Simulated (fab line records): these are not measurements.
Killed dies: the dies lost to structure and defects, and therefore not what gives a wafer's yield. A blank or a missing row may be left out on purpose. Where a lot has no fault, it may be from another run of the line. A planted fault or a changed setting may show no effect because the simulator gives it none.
Which of the tools did it? | flow gf180mcu | 39 wafers from 13 lots sampled at 6 of the route's 602 steps

## WHAT THE GAUGES SHOWED, per wafer
GF_NWELL_OVL_MEAS_07. Usual: NWELL_OVL 1.1 nm, standard deviation 1.5.
lot  | measured    | on         | NWELL_OVL (nm) | flag
L549 | day 3 17:07 | overlay-01 | 3.3 1.6 1.4    |
L551 | day 4 05:25 | overlay-01 | 1.9 2.2 2.1    |
L552 | day 4 11:34 | overlay-01 | 2.6 5.2 2.9    |
L553 | day 4 17:19 | overlay-02 | -2.3 -0.7 -3.3 |
L555 | day 5 06:04 | overlay-02 | 1.4 -0.3 -1.1  |
L557 | day 5 15:34 | overlay-02 | 1.3 0.0 0.8    |
L558 | day 5 19:40 | overlay-02 | 0.7 -0.3 2.0   |
L560 | day 6 11:37 | overlay-01 | 0.4 1.3 1.0    |
L561 | day 6 12:10 | overlay-01 | 0.4 -0.3 1.5   |
L563 | day 7 00:55 | overlay-02 | -1.6 1.9 -0.1  |
L564 | day 7 05:37 | overlay-01 | 1.3 0.7 4.0    |
L565 | day 7 11:52 | overlay-01 | 1.9 0.1 2.4    |
L566 | day 7 16:49 | overlay-01 | 2.9 1.0 4.4    |

GF_MVPSD_TW_MEAS_11. Usual: MVPSD_TW 555.8, standard deviation 2.9.
lot  | measured    | on            | MVPSD_TW          | flag
L549 | day 5 11:22 | film-metro-03 | 555.0 553.8 553.6 |
L551 | day 6 00:44 | film-metro-01 | 557.1 557.6 556.8 |
L552 | day 6 08:07 | film-metro-02 | 554.8 552.2 550.5 |
L553 | day 6 14:19 | film-metro-02 | 552.7 553.3 552.1 |
L555 | day 7 04:08 | film-metro-03 | 558.1 555.3 556.4 |
L557 | day 7 15:25 | film-metro-03 | 551.1 555.6 554.7 |
L558 | day 7 19:29 | film-metro-03 | 554.3 553.8 555.2 |
L560 | day 8 12:26 | film-metro-01 | 558.6 558.4 557.4 |
L561 | day 8 13:46 | film-metro-01 | 558.7 557.7 558.2 |
L563 | day 9 03:13 | film-metro-03 | 652.1 649.9 652.2 | OFF
L564 | day 9 08:42 | film-metro-02 | 640.7 639.7 642.2 | OFF
L565 | day 9 14:49 | film-metro-01 | 648.7 649.6 645.0 | OFF
L566 | day 9 19:37 | film-metro-01 | 647.8 650.0 648.5 | OFF

GF_VT_IMPLANT_RS_MEAS_49: uses a four-point probe to measure. Usual: MVPSD_RS 1158.3 ohm/sq, standard deviation 2.5.
lot  | measured     | on            | MVPSD_RS (ohm/sq)    | flag
L549 | day 8 01:37  | film-metro-01 | 1155.8 1156.9 1157.4 |
L551 | day 8 17:29  | film-metro-01 | 1158.4 1161.0 1156.0 |
L552 | day 9 01:59  | film-metro-01 | 1156.6 1158.0 1157.6 |
L553 | day 9 12:40  | film-metro-01 | 1159.3 1159.9 1159.8 |
L555 | day 9 22:53  | film-metro-02 | 1155.6 1155.8 1159.6 |
L557 | day 10 13:23 | film-metro-02 | 1158.6 1160.0 1157.0 |
L558 | day 10 16:53 | film-metro-03 | 1157.0 1160.6 1158.7 |
L560 | day 11 12:34 | film-metro-03 | 1159.3 1160.4 1158.2 |
L561 | day 11 14:05 | film-metro-01 | 1161.7 1164.3 1158.0 |
L563 | day 12 05:37 | film-metro-03 | 1186.2 1187.4 1186.1 | OFF
L564 | day 12 11:25 | film-metro-01 | 1187.9 1184.1 1184.8 | OFF
L565 | day 12 17:22 | film-metro-02 | 1187.2 1189.5 1187.4 | OFF
L566 | day 13 00:10 | film-metro-01 | 1184.4 1187.9 1188.1 | OFF

GF_POLY_GATE_CD_MEAS_10: the cd target is 280 nm. Usual: cd-nm 279.8 nm, standard deviation 1.3.
lot  | measured     | on        | cd-nm (nm)        | flag
L549 | day 9 16:31  | cd-sem-01 | 280.0 279.1 278.2 |
L551 | day 10 09:41 | cd-sem-01 | 279.7 278.7 278.5 |
L552 | day 10 17:35 | cd-sem-02 | 280.1 280.1 280.2 |
L553 | day 11 06:10 | cd-sem-01 | 281.7 282.0 281.3 |
L555 | day 11 18:28 | cd-sem-02 | 280.0 279.7 278.6 |
L557 | day 12 07:35 | cd-sem-02 | 278.2 278.8 278.6 |
L558 | day 12 11:40 | cd-sem-02 | 280.0 280.2 279.4 |
L560 | day 13 09:12 | cd-sem-01 | 279.7 279.0 278.3 |
L561 | day 13 13:53 | cd-sem-02 | 278.1 278.6 279.5 |
L563 | day 14 04:59 | cd-sem-01 | 279.0 279.4 279.1 |
L564 | day 14 10:23 | cd-sem-01 | 279.5 279.2 280.3 |
L565 | day 14 16:01 | cd-sem-02 | 282.2 281.9 282.6 |
L566 | day 14 23:46 | cd-sem-01 | 279.9 280.7 280.9 |

## WHAT TOOL EACH LOT RAN ON (gives the tool, then ch and the chambers of the sampled wafers, and finally the start)
lot  | GF_STI_DEHYDRATE_05              | GF_MVPSD_IMPLANT_09
L549 | litho-track-03 ch 0, day 2 04:37 | implanter-01 ch 0, day 5 11:07
L551 | litho-track-03 ch 0, day 2 15:23 | implanter-03 ch 0, day 6 00:30
L552 | litho-track-01 ch 0, day 2 19:51 | implanter-03 ch 0, day 6 07:52
L553 | litho-track-04 ch 0, day 3 00:41 | implanter-01 ch 0, day 6 14:04
L555 | litho-track-03 ch 0, day 3 11:19 | implanter-01 ch 0, day 7 03:53
L557 | litho-track-03 ch 0, day 3 22:26 | implanter-01 ch 0, day 7 15:11
L558 | litho-track-04 ch 0, day 4 03:25 | implanter-03 ch 0, day 7 19:15
L560 | litho-track-01 ch 0, day 4 12:58 | implanter-01 ch 0, day 8 12:11
L561 | litho-track-04 ch 0, day 4 17:20 | implanter-01 ch 0, day 8 13:29
L563 | litho-track-01 ch 0, day 5 03:58 | implanter-01 ch 0, day 9 02:58
L564 | litho-track-01 ch 0, day 5 08:49 | implanter-04 ch 0, day 9 08:29
L565 | litho-track-04 ch 0, day 5 14:38 | implanter-04 ch 0, day 9 14:34
L566 | litho-track-01 ch 0, day 5 19:28 | implanter-04 ch 0, day 9 19:22
- GF_STI_DEHYDRATE_05: time 61.87 s.
- GF_MVPSD_IMPLANT_09

## AS READ BY THE TOOLS THEMSELVES (means over the sampled wafers that have a number; for cases with no such wafer, the mark the record gives instead)
GF_STI_DEHYDRATE_05. Usual: plate-sensor-t-centre-C 201.07 C, standard deviation 0.011; plate-sensor-t-edge-C 201.56 C, standard deviation 0.011.
lot  | tool           | plate-sensor-t-centre-C (C) | plate-sensor-t-edge-C (C) | flag
L549 | litho-track-03 | 201.07                      | 201.55                    |
L551 | litho-track-03 | 201.07                      | 201.57                    |
L552 | litho-track-01 | 201.07                      | 201.55                    |
L553 | litho-track-04 | 201.07                      | 201.55                    |
L555 | litho-track-03 | 201.07                      | 201.56                    |
L557 | litho-track-03 | 201.07                      | 201.55                    |
L558 | litho-track-04 | 201.07                      | 201.55                    |
L560 | litho-track-01 | 201.07                      | 201.56                    |
L561 | litho-track-04 | 201.07                      | 201.55                    |
L563 | litho-track-01 | 201.08                      | 201.56                    |
L564 | litho-track-01 | 201.08                      | 201.55                    |
L565 | litho-track-04 | 201.07                      | 201.56                    |
L566 | litho-track-01 | 201.07                      | 201.56                    |

GF_MVPSD_IMPLANT_09. Usual: beam-on-s 10.00 s, standard deviation 0.19.
lot  | tool         | beam-on-s (s) | flag
L549 | implanter-01 | 9.99          |
L551 | implanter-03 | 10.08         |
L552 | implanter-03 | 10.02         |
L553 | implanter-01 | 9.99          |
L555 | implanter-01 | 9.93          |
L557 | implanter-01 | 10.04         |
L558 | implanter-03 | 9.89          |
L560 | implanter-01 | 10.20         |
L561 | implanter-01 | 9.97          |
L563 | implanter-01 | 10.06         |
L564 | implanter-04 | 9.89          |
L565 | implanter-04 | 9.89          |
L566 | implanter-04 | 9.93          |

## THE ANSWER, worked out from the rows above alone
Rule: take the mean of a lot's wafers that have a number; if it is more than 3 standard deviations from the usual mean, the lot is off. A lot without any number at a reading at which 4 lots or more have one is off too. Where the step has rows for the other lots, those lots are counted as sound. Order of review: gauges by route order, followed by the tools' own readings, for which a lot's mean as printed above is used. At the first step where some lot is off, the reading lying furthest off is the one used; lots without a number count as furthest.
Off: L563, L564, L565, L566, seen at GF_MVPSD_TW_MEAS_11 (MVPSD_TW).
A tool fits if, at a process step before that reading, it ran every lot that is off, and no sound lot after the first of them. Gauges at GF_MVPSD_TW_MEAS_11: tried the same way as those tools. None of those tried fits.

## WHAT THE SIMULATOR HAD INSERTED
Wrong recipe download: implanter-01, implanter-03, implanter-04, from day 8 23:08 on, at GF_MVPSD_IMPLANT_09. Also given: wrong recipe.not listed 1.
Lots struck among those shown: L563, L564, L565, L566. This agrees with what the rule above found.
